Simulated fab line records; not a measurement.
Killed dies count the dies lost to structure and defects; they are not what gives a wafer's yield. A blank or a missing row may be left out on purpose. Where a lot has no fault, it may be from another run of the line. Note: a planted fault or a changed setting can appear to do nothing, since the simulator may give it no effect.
Which of the tools did it? + flow sky130 + 72 wafers from 24 lots sampled at 5 of the route's 708 steps

## WHAT THE GAUGES READ, wafer by wafer
SKY_METAL1_RS_MEAS_05: the measuring method here is four-point-probe.
| lot  | measured     | on            | METAL1_ALCU_RS (ohm/sq) |
|------|--------------|---------------|-------------------------|
| L074 | day 31 14:40 | film_metro-01 | 0.1273 0.1279 0.1285    |
| L075 | day 31 23:13 | film_metro-03 | 0.1274 0.1277 0.1271    |
| L076 | day 33 07:02 | film_metro-04 | 0.1273 0.1270 0.1287    |
| L077 | day 33 11:13 | film_metro-01 | 0.1272 0.1269 0.1278    |
| L079 | day 33 11:53 | film_metro-01 | 0.1252 0.1246 0.1248    |
| L080 | day 33 13:06 | film_metro-03 | 0.1277 0.1280 0.1290    |
| L078 | day 33 13:54 | film_metro-04 | 0.1264 0.1263 0.1268    |
| L081 | day 33 17:31 | film_metro-04 | 0.1249 0.1254 0.1261    |
| L082 | day 34 05:04 | film_metro-04 | 0.1263 0.1266 0.1267    |
| L083 | day 34 15:24 | film_metro-01 | 0.1268 0.1275 0.1265    |
| L085 | day 35 03:20 | film_metro-01 | 0.1266 0.1254 0.1255    |
| L084 | day 35 04:10 | film_metro-04 | 0.1262 0.1265 0.1258    |
| L086 | day 35 15:56 | film_metro-04 | 0.1260 0.1242 0.1263    |
| L089 | day 36 22:59 | film_metro-03 | 0.1273 0.1270 0.1270    |
| L087 | day 36 23:53 | film_metro-01 | 0.1258 0.1255 0.1256    |
| L088 | day 37 00:14 | film_metro-03 | 0.1264 0.1262 0.1261    |
| L090 | day 37 03:02 | film_metro-04 | 0.1251 0.1256 0.1238    |
| L091 | day 37 06:08 | film_metro-01 | 0.1285 0.1283 0.1286    |
| L092 | day 37 09:57 | film_metro-04 | 0.1254 0.1241 0.1248    |
| L093 | day 37 12:43 | film_metro-01 | 0.1273 0.1277 0.1274    |
| L094 | day 37 22:49 | film_metro-04 | 0.1262 0.1258 0.1264    |
| L095 | day 38 07:27 | film_metro-04 | 0.1290 0.1279 0.1294    |
| L096 | day 38 11:08 | film_metro-04 | 0.1279 0.1263 0.1274    |
| L097 | day 38 17:17 | film_metro-03 | 0.1263 0.1267 0.1256    |

SKY_CAP2M_THK_MEAS_04: measures by xrf.
| lot  | measured     | on            | CAP2M_TIN_THK (nm) |
|------|--------------|---------------|--------------------|
| L074 | day 39 15:43 | film_metro-04 | 198.1 197.6 199.5  |
| L075 | day 40 01:49 | film_metro-03 | 197.0 196.5 196.6  |
| L076 | day 41 05:08 | film_metro-02 | 195.5 195.4 195.6  |
| L077 | day 41 06:18 | film_metro-03 | 197.3 197.8 196.5  |
| L079 | day 41 10:25 | film_metro-04 | 203.4 202.1 202.5  |
| L080 | day 41 12:34 | film_metro-02 | 199.7 199.8 201.1  |
| L078 | day 41 12:23 | film_metro-03 | 195.3 196.5 196.8  |
| L081 | day 41 15:50 | film_metro-04 | 196.9 197.6 195.8  |
| L082 | day 42 08:54 | film_metro-04 | 197.6 197.4 196.4  |
| L083 | day 42 10:49 | film_metro-03 | 199.2 200.4 199.7  |
| L085 | day 42 19:33 | film_metro-04 | 199.7 197.9 198.9  |
| L084 | day 42 20:07 | film_metro-02 | 196.4 195.8 196.8  |
| L086 | day 43 09:45 | film_metro-02 | 201.1 200.7 201.6  |
| L089 | day 44 10:58 | film_metro-02 | 198.3 198.1 198.0  |
| L087 | day 44 14:21 | film_metro-02 | 199.6 200.4 200.3  |
| L088 | day 44 14:29 | film_metro-04 | 198.5 196.8 197.2  |
| L090 | day 44 14:40 | film_metro-03 | 200.0 199.8 199.3  |
| L091 | day 44 15:54 | film_metro-04 | 194.5 196.1 193.7  |
| L092 | day 44 18:52 | film_metro-04 | 199.0 198.0 198.8  |
| L093 | day 44 20:02 | film_metro-04 | 199.9 199.0 199.4  |
| L094 | day 45 07:23 | film_metro-04 | 195.2 198.4 196.0  |
| L095 | day 45 12:50 | film_metro-04 | 200.0 198.6 201.7  |
| L096 | day 45 16:44 | film_metro-02 | 200.1 198.3 198.6  |
| L097 | day 45 19:08 | film_metro-04 | 202.0 199.4 202.8  |

## EACH LOT AND THE TOOL THAT RAN IT (in order: tool; ch and the chambers of the sampled wafers; start)
| lot  | SKY_VIA1_ETCH_14                   | SKY_METAL3_METAL_ETCH_18          | SKY_METAL4_SPUTTER_03        |
|------|------------------------------------|-----------------------------------|------------------------------|
| L074 | rie_diel-01 ch 1,2,3, day 33 22:19 | rie_metal-01 ch 0,1, day 38 13:19 | pvd_sputter-03, day 39 15:19 |
| L075 | rie_diel-04 ch 0,1,2, day 34 06:03 | rie_metal-03 ch 1, day 38 21:55   | pvd_sputter-04, day 40 01:25 |
| L076 | rie_diel-02 ch 0,2,3, day 35 14:40 | rie_metal-01 ch 1, day 40 01:52   | pvd_sputter-02, day 41 04:46 |
| L077 | rie_diel-01 ch 0,2, day 35 17:28   | rie_metal-03 ch 0,1, day 40 02:42 | pvd_sputter-03, day 41 05:55 |
| L079 | rie_diel-04 ch 1,3, day 35 19:38   | rie_metal-01 ch 0,1, day 40 06:25 | pvd_sputter-04, day 41 10:02 |
| L080 | rie_diel-01 ch 0,1,2, day 35 21:15 | rie_metal-04 ch 0,1, day 40 07:50 | pvd_sputter-03, day 41 12:12 |
| L078 | rie_diel-02 ch 0,1,2, day 35 19:59 | rie_metal-01 ch 0,1, day 40 07:33 | pvd_sputter-02, day 41 12:00 |
| L081 | rie_diel-02 ch 0,1,2, day 36 01:36 | rie_metal-01 ch 0,1, day 40 11:49 | pvd_sputter-04, day 41 15:27 |
| L082 | rie_diel-04 ch 0,1,3, day 36 12:58 | rie_metal-01 ch 0,1, day 41 06:43 | pvd_sputter-03, day 42 08:31 |
| L083 | rie_diel-02 ch 0,1,3, day 36 21:13 | rie_metal-01 ch 0,1, day 41 07:55 | pvd_sputter-02, day 42 10:25 |
| L085 | rie_diel-01 ch 0,1,3, day 37 08:42 | rie_metal-04 ch 0,1, day 41 16:53 | pvd_sputter-03, day 42 19:06 |
| L084 | rie_diel-04 ch 1,2, day 37 09:58   | rie_metal-04 ch 0,1, day 41 17:25 | pvd_sputter-03, day 42 19:43 |
| L086 | rie_diel-02 ch 1,2,3, day 37 22:31 | rie_metal-04 ch 0,1, day 42 07:49 | pvd_sputter-04, day 43 09:22 |
| L089 | rie_diel-02 ch 0,1,3, day 39 03:52 | rie_metal-01 ch 0,1, day 43 10:11 | pvd_sputter-03, day 44 10:35 |
| L087 | rie_diel-01 ch 1,2,3, day 39 04:49 | rie_metal-04 ch 0,1, day 43 11:39 | pvd_sputter-02, day 44 13:58 |
| L088 | rie_diel-02 ch 2,3, day 39 05:15   | rie_metal-03 ch 1, day 43 11:59   | pvd_sputter-03, day 44 14:05 |
| L090 | rie_diel-01 ch 0,2,3, day 39 07:52 | rie_metal-01 ch 0,1, day 43 12:13 | pvd_sputter-02, day 44 14:16 |
| L091 | rie_diel-04 ch 0,2,3, day 39 09:55 | rie_metal-04 ch 0,1, day 43 13:37 | pvd_sputter-03, day 44 15:29 |
| L092 | rie_diel-01 ch 1,2,3, day 39 12:55 | rie_metal-03 ch 1, day 43 16:35   | pvd_sputter-03, day 44 18:28 |
| L093 | rie_diel-01 ch 0,1, day 39 14:27   | rie_metal-03 ch 1, day 43 17:34   | pvd_sputter-03, day 44 19:38 |
| L094 | rie_diel-04 ch 1,2, day 40 05:45   | rie_metal-03 ch 0,1, day 44 06:51 | pvd_sputter-02, day 45 06:59 |
| L095 | rie_diel-04 ch 0,1,2, day 40 10:36 | rie_metal-03 ch 0,1, day 44 12:21 | pvd_sputter-04, day 45 12:27 |
| L096 | rie_diel-04 ch 2,3, day 40 13:46   | rie_metal-04 ch 0,1, day 44 16:43 | pvd_sputter-02, day 45 16:19 |
| L097 | rie_diel-04 ch 1,2,3, day 40 17:33 | rie_metal-03 ch 0,1, day 44 18:40 | pvd_sputter-02, day 45 18:46 |
- SKY_VIA1_ETCH_14: etches BARC in N2/H2, stops on SiO2, time 45.9 s, target depth 60 nm.
- SKY_METAL3_METAL_ETCH_18: etches the open film in Cl2/BCl3, stops on SiO2, target depth 845 nm, time 183.1 s.
- SKY_METAL4_SPUTTER_03: material Ti, target thk 5 nm, time 3.3 s.

## AS READ BY THE TOOLS THEMSELVES (means over the sampled wafers that have a number; for cases with no such wafer, the mark the record gives instead)
SKY_VIA1_ETCH_14.
| lot  | tool        | drypump_motor_current_A (A) | oes_product_au (a.u.) | throttle_valve_pct (%) |
|------|-------------|-----------------------------|-----------------------|------------------------|
| L074 | rie_diel-01 | 5.8                         | 0.860                 | 13.219                 |
| L075 | rie_diel-04 | 5.6                         | 0.857                 | 13.221                 |
| L076 | rie_diel-02 | 5.7                         | 0.851                 | 13.228                 |
| L077 | rie_diel-01 | 5.8                         | 0.855                 | 13.221                 |
| L079 | rie_diel-04 | 6.3                         | 0.858                 | 13.230                 |
| L080 | rie_diel-01 | 5.7                         | 0.858                 | 13.216                 |
| L078 | rie_diel-02 | 5.8                         | 0.854                 | 13.225                 |
| L081 | rie_diel-02 | 5.8                         | 0.851                 | 13.229                 |
| L082 | rie_diel-04 | 5.8                         | 0.857                 | 13.218                 |
| L083 | rie_diel-02 | 5.9                         | 0.856                 | 13.226                 |
| L085 | rie_diel-01 | 5.7                         | 0.856                 | 13.232                 |
| L084 | rie_diel-04 | 5.8                         | 0.853                 | 13.216                 |
| L086 | rie_diel-02 | 5.8                         | 0.856                 | 13.228                 |
| L089 | rie_diel-02 | 5.9                         | 0.856                 | 13.229                 |
| L087 | rie_diel-01 | 5.9                         | 0.849                 | 13.224                 |
| L088 | rie_diel-02 | 5.7                         | 0.853                 | 13.223                 |
| L090 | rie_diel-01 | 5.9                         | 0.851                 | 13.227                 |
| L091 | rie_diel-04 | 5.8                         | 0.857                 | 13.232                 |
| L092 | rie_diel-01 | 5.8                         | 0.859                 | 13.221                 |
| L093 | rie_diel-01 | 5.5                         | 0.855                 | 13.225                 |
| L094 | rie_diel-04 | 5.8                         | 0.857                 | 13.229                 |
| L095 | rie_diel-04 | 5.6                         | 0.857                 | 13.226                 |
| L096 | rie_diel-04 | 6.0                         | 0.853                 | 13.226                 |
| L097 | rie_diel-04 | 6.0                         | 0.855                 | 13.223                 |

SKY_METAL3_METAL_ETCH_18.
| lot  | tool         | drypump_motor_current_A (A) | oes_product_au (a.u.) | throttle_valve_pct (%) |
|------|--------------|-----------------------------|-----------------------|------------------------|
| L074 | rie_metal-01 | 5.5                         | 0.870                 | 22.267                 |
| L075 | rie_metal-03 | 5.5                         | 0.867                 | 22.262                 |
| L076 | rie_metal-01 | 6.2                         | 0.865                 | 22.266                 |
| L077 | rie_metal-03 | 5.7                         | 0.862                 | 22.263                 |
| L079 | rie_metal-01 | 5.5                         | 0.862                 | 22.256                 |
| L080 | rie_metal-04 | 5.0                         | 0.856                 | 22.268                 |
| L078 | rie_metal-01 | 5.5                         | 0.868                 | 22.272                 |
| L081 | rie_metal-01 | 5.5                         | 0.867                 | 22.265                 |
| L082 | rie_metal-01 | 5.8                         | 0.871                 | 22.263                 |
| L083 | rie_metal-01 | 5.4                         | 0.863                 | 22.269                 |
| L085 | rie_metal-04 | 5.0                         | 0.863                 | 22.269                 |
| L084 | rie_metal-04 | 5.1                         | 0.863                 | 22.271                 |
| L086 | rie_metal-04 | 5.0                         | 0.863                 | 22.272                 |
| L089 | rie_metal-01 | 5.5                         | 0.870                 | 22.268                 |
| L087 | rie_metal-04 | 5.0                         | 0.858                 | 22.265                 |
| L088 | rie_metal-03 | 5.5                         | 0.864                 | 22.267                 |
| L090 | rie_metal-01 | 5.5                         | 0.855                 | 22.271                 |
| L091 | rie_metal-04 | 5.0                         | 0.865                 | 22.255                 |
| L092 | rie_metal-03 | 5.5                         | 0.857                 | 22.271                 |
| L093 | rie_metal-03 | 5.5                         | 0.867                 | 22.257                 |
| L094 | rie_metal-03 | 5.7                         | 0.862                 | 22.270                 |
| L095 | rie_metal-03 | 5.7                         | 0.868                 | 22.261                 |
| L096 | rie_metal-04 | 5.0                         | 0.867                 | 22.268                 |
| L097 | rie_metal-03 | 5.9                         | 0.869                 | 22.256                 |

SKY_METAL4_SPUTTER_03.
| lot  | tool           | chamber_pressure_pa (Pa) | throttle_valve_pct (%) |
|------|----------------|--------------------------|------------------------|
| L074 | pvd_sputter-03 | 0.3994                   | 30.5                   |
| L075 | pvd_sputter-04 | 0.3990                   | 29.5                   |
| L076 | pvd_sputter-02 | 0.4001                   | 30.7                   |
| L077 | pvd_sputter-03 | 0.4003                   | 31.1                   |
| L079 | pvd_sputter-04 | 0.4002                   | 29.5                   |
| L080 | pvd_sputter-03 | 0.3994                   | 30.8                   |
| L078 | pvd_sputter-02 | 0.4006                   | 31.2                   |
| L081 | pvd_sputter-04 | 0.4003                   | 29.4                   |
| L082 | pvd_sputter-03 | 0.4002                   | 30.9                   |
| L083 | pvd_sputter-02 | 0.4001                   | 31.0                   |
| L085 | pvd_sputter-03 | 0.3996                   | 30.3                   |
| L084 | pvd_sputter-03 | 0.3999                   | 30.7                   |
| L086 | pvd_sputter-04 | 0.4002                   | 29.7                   |
| L089 | pvd_sputter-03 | 0.3996                   | 30.9                   |
| L087 | pvd_sputter-02 | 0.3998                   | 30.5                   |
| L088 | pvd_sputter-03 | 0.4002                   | 30.0                   |
| L090 | pvd_sputter-02 | 0.4007                   | 30.5                   |
| L091 | pvd_sputter-03 | 0.4007                   | 30.9                   |
| L092 | pvd_sputter-03 | 0.3996                   | 30.7                   |
| L093 | pvd_sputter-03 | 0.3994                   | 30.9                   |
| L094 | pvd_sputter-02 | 0.3997                   | 31.3                   |
| L095 | pvd_sputter-04 | 0.4003                   | 29.5                   |
| L096 | pvd_sputter-02 | 0.4002                   | 30.8                   |
| L097 | pvd_sputter-02 | 0.4008                   | 30.7                   |

## THE ANSWER, worked out from the rows above alone
Rule: what is usual is taken from the lots themselves. The widest of any qualifying gaps counts: lots, ordered by their means at a reading, are off when they make up no more than a third of the lots, leave a main group of 4 or more, and stand apart from it by 3 or more times the standard deviation of that group's means. If all means in a main group match to the digits the tables above print for the reading, that group is not used. A lot without any number at a reading at which 4 lots or more have one is off too. Any other lot the step has rows for is counted as sound. The gauges are gone through in route order, then the tools' own readings, and for those a lot's mean is taken as printed above. The first step at which some lot is off is used, and at that step the reading that is off furthest; a lot without a number counts as furthest.
No lot is off at any reading shown: from this, nothing can be told.

## WHAT THE SIMULATOR HAD INSERTED
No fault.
